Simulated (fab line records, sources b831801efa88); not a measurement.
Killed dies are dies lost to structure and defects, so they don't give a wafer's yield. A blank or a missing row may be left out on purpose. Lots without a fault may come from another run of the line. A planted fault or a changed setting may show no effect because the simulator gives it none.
Which tool did it? | flow gf180mcu | 7 lots, 21 wafers sampled, at 1 step of a route of 602

WHAT THE GAUGES READ, wafer by wafer
GF_STI_BOW_MEAS_00.
lot  | measured    | on            | INCOMING_BOW (um)
L692 | day 1 20:01 | film_metro-01 | -1 2 8
L694 | day 2 06:00 | film_metro-03 | 14 -6 3
L702 | day 3 22:01 | film_metro-02 | 5 13 3
L705 | day 4 13:00 | film_metro-01 | 2 10 9
L708 | day 5 04:00 | film_metro-03 | 6 -10 0
L711 | day 5 19:00 | film_metro-03 | 3 -4 -6
L713 | day 6 05:02 | film_metro-03 | -2 9 2

WHICH TOOL RAN EACH LOT (tool, then ch and the chambers of the sampled wafers, then the start)
The record holds no process step before these readings.

THE ANSWER, worked out from the rows above alone
Rule: what is usual is taken from the lots themselves. Put in order of their means at a reading, lots are off if they are a third of the lots or fewer, leave a main group of 4 or more, and stand apart from it by a gap of 3 or more times the standard deviation of the main group's means; of several such gaps the widest counts. A main group whose means are all the same, to the digits that the tables above print for the reading, isn't used. A lot without any number at a reading at which 4 lots or more have one is off too. The other lots that the step has rows for count as sound.
No lot is off at any reading shown: from this, nothing can be told.

WHAT THE SIMULATOR HAD PUT IN
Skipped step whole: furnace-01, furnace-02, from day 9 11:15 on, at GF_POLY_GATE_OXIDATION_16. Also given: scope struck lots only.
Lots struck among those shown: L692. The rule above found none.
